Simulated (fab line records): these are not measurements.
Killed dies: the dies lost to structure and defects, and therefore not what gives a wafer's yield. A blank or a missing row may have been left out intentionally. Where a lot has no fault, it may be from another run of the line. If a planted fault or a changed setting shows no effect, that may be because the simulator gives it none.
Chamber matching    flow gf180mcu    GF_PASSIVATION_CVD_02 on pecvd-04: 3 sister chambers
The step deposits Si3N4, target thk 700 nm, time 486.18 s. 18 wafers are shown with their chamber, then 9 later ones without.

## EACH WAFER AND ITS CHAMBER
wafer   chamber  heaterPowerW (W)
L079.1  0        639
L079.4  2        769
L079.5  1        646
L080.2  0        650
L080.5  0        680
L080.6  2        752
L086.1  2        659
L086.4  2        729
L086.5  1        640
L087.2  1        772
L087.3  0        676
L087.4  2        651
L088.1  1        769
L088.2  0        712
L088.3  2        811
L088.4  1        639
L088.5  2        820
L088.6  0        747

SIGNATURES (averages over the wafers above)
reading       chamber 0  chamber 1  chamber 2  scatter within a chamber
heaterPowerW  684.00     693.20     741.57     60.5
Rule: distance of a wafer from a chamber = root of the sum over the readings of ((wafer's reading minus chamber's mean) / reading's scatter) squared. The wafer belongs to the nearest chamber; if the next one is less than 2 further off, it can't be placed. The scatter: take each reading less its chamber's mean, square it, sum over the shown wafers, divide by the number of wafers less the number of chambers, and take the root.

## WAFERS WHOSE CHAMBER IS MISSING
wafer   heaterPowerW (W)
L089.1  703
L089.2  606
L089.3  746
L089.4  664
L089.5  793
L089.6  731
L094.2  693
L094.5  726
L094.6  728

## WHICH CHAMBER EACH WENT THROUGH
wafer   from the rows above           in truth
L089.1  can't be placed: 1 or 0 or 2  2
L089.2  can't be placed: 0 or 1 or 2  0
L089.3  can't be placed: 2 or 1 or 0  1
L089.4  can't be placed: 0 or 1 or 2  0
L089.5  can't be placed: 2 or 1 or 0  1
L089.6  can't be placed: 2 or 1 or 0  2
L094.2  can't be placed: 1 or 0 or 2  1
L094.5  can't be placed: 2 or 1 or 0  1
L094.6  can't be placed: 2 or 1 or 0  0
Placed correctly: 0 of 9. Unplaceable from these rows: 9, with the true chamber sitting among the candidates in 9. 0 placed wrongly.
